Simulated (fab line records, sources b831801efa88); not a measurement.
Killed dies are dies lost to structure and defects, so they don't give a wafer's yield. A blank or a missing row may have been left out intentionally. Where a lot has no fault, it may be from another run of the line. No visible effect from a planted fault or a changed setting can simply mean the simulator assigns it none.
Which of the tools did it? | flow sfq_line | Sampling: 15 lots, 44 wafers, 3 of 325 route steps

== WHAT THE GAUGES SHOWED, per wafer ==
SFQ_L0_RS_MEAS_901: uses a four-point probe to measure. Usual: L0_MONX_KI_RS typically reads 43.4 ohm/sq, with standard deviation 0.49.
lot  | measured    | on            | L0_MONX_KI_RS (ohm/sq)        | flag
L253 | day 1 17:35 | film_metro-04 | 43.0 42.7 43.6                |
L254 | day 1 22:34 | film_metro-01 | 43.7 43.7 43.6                |
L255 | day 2 03:34 | film_metro-01 | 43.8 43.7 43.4                |
L256 | day 2 08:34 | film_metro-02 | 43.8 44.1 43.5                |
L257 | day 2 13:34 | film_metro-04 | 43.3 43.7 43.4                |
L258 | day 2 18:34 | film_metro-01 | 42.8 43.2 43.0                |
L259 | day 2 23:34 | film_metro-02 | 43.7 43.7 43.6                |
L261 | day 3 09:37 | film_metro-04 | 42.5 42.7 42.6                |
L262 | day 3 14:34 | film_metro-04 | 43.5 43.5 43.6                |
L263 | day 3 19:35 | film_metro-02 | 44.1 44.0 44.0                |
L264 | day 4 00:34 | film_metro-02 | 43.7 44.0 43.8                |
L265 | day 4 05:34 | film_metro-04 | 42.5 42.3 43.1                |
L266 | day 4 10:34 | film_metro-02 | 67.4 43.2 43.5 67.4 43.2 43.5 | OFF
L270 | day 5 06:37 | film_metro-01 | 67.5 42.9 43.1 67.4 43.1 43.1 | OFF
L271 | day 5 11:34 | film_metro-01 | 67.7 43.2 67.9 43.1           | OFF

SFQ_L0_THK_MEAS_902: measures by xrf. Usual: L0_MONX_KI_THK typically reads 39.7 nm, with standard deviation 0.48.
lot  | measured    | on            | L0_MONX_KI_THK (nm)           | flag
L253 | day 1 17:41 | film_metro-04 | 40.4 40.3 39.5                |
L254 | day 1 22:41 | film_metro-01 | 39.3 39.2 39.1                |
L255 | day 2 03:41 | film_metro-01 | 38.9 39.3 39.6                |
L256 | day 2 08:41 | film_metro-02 | 39.4 39.1 39.9                |
L257 | day 2 13:41 | film_metro-04 | 39.7 39.3 39.7                |
L258 | day 2 18:41 | film_metro-01 | 39.8 39.8 39.8                |
L259 | day 2 23:41 | film_metro-02 | 39.5 39.5 39.6                |
L261 | day 3 09:43 | film_metro-04 | 40.3 40.4 40.7                |
L262 | day 3 14:41 | film_metro-04 | 39.6 39.4 39.6                |
L263 | day 3 19:41 | film_metro-02 | 39.1 39.1 38.9                |
L264 | day 4 00:41 | film_metro-02 | 39.2 39.0 39.4                |
L265 | day 4 05:41 | film_metro-04 | 40.3 40.6 40.0                |
L266 | day 4 12:57 | film_metro-02 | 25.7 39.8 39.7 25.6 39.8 39.4 | OFF
L270 | day 5 11:23 | film_metro-01 | 25.7 40.5 40.1 25.7 40.4 40.4 | OFF
L271 | day 5 14:33 | film_metro-01 | 25.5 40.2 25.6 40.2           | OFF

== WHAT TOOL EACH LOT RAN ON (gives the tool, then ch and the chambers of the sampled wafers, and finally the start) ==
lot  | SFQ_TRILAYER_L0_DEP_SPUTTER_003
L253 | pvd_sputter-05, day 1 17:29
L254 | pvd_sputter-05, day 1 22:29
L255 | pvd_sputter-05, day 2 03:29
L256 | pvd_sputter-03, day 2 08:29
L257 | pvd_sputter-04, day 2 13:29
L258 | pvd_sputter-03, day 2 18:29
L259 | pvd_sputter-05, day 2 23:29
L261 | pvd_sputter-05, day 3 09:29
L262 | pvd_sputter-05, day 3 14:29
L263 | pvd_sputter-03, day 3 19:29
L264 | pvd_sputter-03, day 4 00:29
L265 | pvd_sputter-04, day 4 05:29
L266 | pvd_sputter-03, day 4 10:29
L270 | pvd_sputter-03, day 5 06:29
L271 | pvd_sputter-03, day 5 11:29
- SFQ_TRILAYER_L0_DEP_SPUTTER_003: material MoNx KI, target thk 40 nm, time 100 s.

== WHAT THE TOOLS THEMSELVES READ (means of the sampled wafers that have a number; where no wafer has one, the mark that the record gives instead) ==
SFQ_TRILAYER_L0_DEP_SPUTTER_003. Usual: throttle_valve_pct reads 30.1 % (standard deviation 1.1).
lot  | tool           | throttle_valve_pct (%) | flag
L253 | pvd_sputter-05 | 31.0                   |
L254 | pvd_sputter-05 | 30.5                   |
L255 | pvd_sputter-05 | 29.8                   |
L256 | pvd_sputter-03 | 30.2                   |
L257 | pvd_sputter-04 | 29.6                   |
L258 | pvd_sputter-03 | 29.6                   |
L259 | pvd_sputter-05 | 29.9                   |
L261 | pvd_sputter-05 | 29.5                   |
L262 | pvd_sputter-05 | 30.4                   |
L263 | pvd_sputter-03 | 30.7                   |
L264 | pvd_sputter-03 | 29.7                   |
L265 | pvd_sputter-04 | 29.9                   |
L266 | pvd_sputter-03 | 29.4                   |
L270 | pvd_sputter-03 | 29.0                   |
L271 | pvd_sputter-03 | 30.5                   |

== THE ANSWER, worked out from the rows above alone ==
Rule: take the mean of a lot's wafers that have a number; if it is more than 3 standard deviations from the usual mean, the lot is off. Also off: a lot with no number at a reading for which 4 or more lots have one. Any other lot the step has rows for is counted as sound. Order of review: gauges by route order, followed by the tools' own readings, for which a lot's mean as printed above is used. The first step at which some lot is off is used, and at that step the reading that is off furthest; a lot without a number counts as furthest.
Off: L266, L270, L271, seen at SFQ_L0_RS_MEAS_901 (L0_MONX_KI_RS).
A tool fits if, at a process step before that reading, it ran every lot that is off, and no sound lot after the first of them. Gauges at SFQ_L0_RS_MEAS_901: tried the same way as those tools. One fits: pvd_sputter-03 at SFQ_TRILAYER_L0_DEP_SPUTTER_003. A fault onset in the window from L264 (day 4 00:29, its last sound lot) to L266 (day 4 10:29, its first lot off) fits.

== WHAT THE SIMULATOR PUT IN ==
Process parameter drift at SFQ_TRILAYER_L0_DEP_SPUTTER_003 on pvd_sputter-03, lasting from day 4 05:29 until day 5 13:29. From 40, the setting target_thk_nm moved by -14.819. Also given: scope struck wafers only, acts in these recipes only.
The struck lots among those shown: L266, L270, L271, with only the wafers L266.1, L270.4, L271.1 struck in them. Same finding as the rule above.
